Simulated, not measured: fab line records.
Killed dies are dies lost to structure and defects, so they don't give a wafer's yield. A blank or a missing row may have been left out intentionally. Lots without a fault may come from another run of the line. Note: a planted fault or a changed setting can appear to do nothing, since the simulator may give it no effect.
8D (eight disciplines) problem report, filled in by code	flow gf180mcu	the parts of the form that need people (team, actions taken, sign-off) are left out

1. PROBLEM STATEMENT
NSD_RS at GF_PSD_RS_MEAS_14 reads a mean of 39.73 ohm/sq on 6 wafers of 2 lots; wafers without a fault read 46.14 ohm/sq with a standard deviation of 0.078. Measured from the usual mean, that is -82 standard deviations.
The step: measures by four-point-probe.
Earliest sighting: wafer L224.2 on film-metro-02 at day 17 09:56. At this step, 39 wafers from 13 lots have a number in the record. The rule behind "out" and "out of limits": a value lying over 4 standard deviations away from the usual mean. Any other wafer with a number is counted as sound.

2. WHAT IT IS, AND WHAT IT ISN'T
question	is	is not
which readings at this step	NSD_RS	-
which lots	L224, L226	L217, L218, L219, L222, L232, L233, L234, L235, L236, L238, L239
which wafers of those lots	all that have a number	-
read on which gauges	film-metro-02, film-metro-04	film-metro-01
when	from day 17 09:56	up to then (12 sound wafers); but 21 sound wafers of L232, L233, L234, L235, L236, L238, L239 came after

3. SUSPECTS, AND WHAT RULES EACH OUT
Counting: a tool at any process step up to the reading remains a suspect when it ran all the lots that are out and ran no sound lot after the first of those.
- the gauge at GF_PSD_RS_MEAS_14: ruled out. 2 gauges (film-metro-02, film-metro-04) read the wafers that are out.
- rtp-anneal-01 at GF_PSD_RTA_13 (time 20 s): ruled out as a lasting fault. Following L224 (day 17 09:50), the first lot on it that is out, the sound lots L235, L236, L238, L239 were run on it.
Left after counting: nothing in the record.

4. THE CAUSE (what the simulator had put in)
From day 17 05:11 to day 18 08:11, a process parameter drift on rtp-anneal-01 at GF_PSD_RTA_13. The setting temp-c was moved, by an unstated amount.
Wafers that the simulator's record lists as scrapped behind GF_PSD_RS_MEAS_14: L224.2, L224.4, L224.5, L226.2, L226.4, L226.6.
Counting ruled it out, wrongly: the rule takes a fault to strike every lot that its tool runs from its start on, and this one did not.

5. SEQUENCE OF EFFECTS, ordered by route
Rows list readings where the struck wafers' mean (over those with a number) sits beyond 3 standard deviations from the usual. Only readings whose record carries a usual standard deviation are examined. hours: median over the lots of the time between each lot's start at the first step of this table that gives one and its start at this step. sigmas: the change, counted in usual standard deviations.
hours	step	reading	usual	on struck wafers	change	sigmas
0	GF_PSD_RTA_13	wafer_temp_C_max	1029.0	1072.6	+43.6	+56
0	GF_PSD_RS_MEAS_14	NSD_RS	46.14 ohm/sq	39.73	-6.41	-82
The process steps in it:
- GF_PSD_RTA_13: time 20 s.

6. HOW IT WOULD HAVE BEEN CAUGHT EARLIER
5 hours passed between the start of the fault at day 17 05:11 and the first reading out of limits at a measuring or inspecting step in this record, taken at day 17 09:56.
At GF_PSD_RTA_13, the tool's own readings (wafer_temp_C_max) were out on each struck wafer the step has a row for, so an alarm limit on them would have fired on the first such wafer.
